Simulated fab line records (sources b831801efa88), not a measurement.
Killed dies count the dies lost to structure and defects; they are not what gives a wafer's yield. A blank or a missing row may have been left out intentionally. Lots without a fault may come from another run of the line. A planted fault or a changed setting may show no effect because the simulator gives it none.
2 desks, one fault :: flow gf180mcu :: only its own numbers are on each desk; what lay behind them is given at the end

## AT THE METROLOGY DESK
Means of the sampled wafers that have a number, per lot and without regard to the tool the lot ran on: this is what the gauges read. If a lot's mean is further than 4 standard deviations from the usual mean, the lot is out of limits and carries the mark OUT (the distance appears in the brackets).
Columns: A = cd-nm at GF_V5_CD_MEAS_14, usual 260.4 nm; B = PASSIVATION_CVD_02_THK at GF_PASSIVATION_THK_MEAS_03, usual 699 nm
lot: L953
first seen here: day 27 03:38
A: 260.4
B: 706

lot: L954
first seen here: day 27 19:57
A: 262.3
B: 700

lot: L956
first seen here: day 28 08:38
A: 260.6
B: 703

lot: L957
first seen here: day 28 21:31
A: 260.5
B: 700

lot: L958
first seen here: day 29 01:34
A: 261.2
B: 707

lot: L959
first seen here: day 29 07:29
A: 261.5
B: 700

lot: L963
first seen here: day 30 16:01
A: 258.4
B: 695

lot: L967
first seen here: day 31 13:15
A: 259.9
B: 706

lot: L969
first seen here: day 32 07:05
A: 260.1
B: 711

lot: L970
first seen here: day 32 13:03
A: 260.2
B: 701

lot: L971
first seen here: day 32 21:53
A: 262.2
B: 712

lot: L973
first seen here: day 33 07:46
A: 259.7
B: 701

lot: L974
first seen here: day 33 11:28
A: 261.6
B: 691

lot: L975
first seen here: day 33 13:13
A: 259.6
B: 691
This desk found nothing out of limits on any of the 14 lots.

## TOOL OWNER'S DESK, plasma-asher-02
The tool's own readings at GF_HV_LDD_STRIP_22 (strips in O2/N2): means of the sampled wafers that have a number, for each lot that ran on this tool. If a lot's mean is further than 4 standard deviations from the usual mean, the lot is out of limits and carries the mark OUT (the distance appears in the brackets).
Columns: A = drypump-motor-current-A at GF_HV_LDD_STRIP_22, usual 5.9 A; B = heater-power-w at GF_HV_LDD_STRIP_22, usual 333 W; C = oes-product-au at GF_HV_LDD_STRIP_22, usual 0.716 a.u.; D = strip-time-to-endpoint-s at GF_HV_LDD_STRIP_22, usual 12.64 s
lot: L963
first seen here: day 14 01:07
A: 6.1
B: 311
C: 0.716
D: 12.66

lot: L967
first seen here: day 15 05:59
A: 5.9
B: 299
C: 0.716
D: 12.64

lot: L969
first seen here: day 15 23:40
A: 6.1
B: 312
C: 0.716
D: 12.66
This desk found nothing out of limits on any of the 3 lots.

## ALL TOGETHER
At the metrology desk, nothing out of limits was observed.
The desk of the tool owner found nothing out of limits.

## WHAT THE SIMULATOR HAD PUT IN
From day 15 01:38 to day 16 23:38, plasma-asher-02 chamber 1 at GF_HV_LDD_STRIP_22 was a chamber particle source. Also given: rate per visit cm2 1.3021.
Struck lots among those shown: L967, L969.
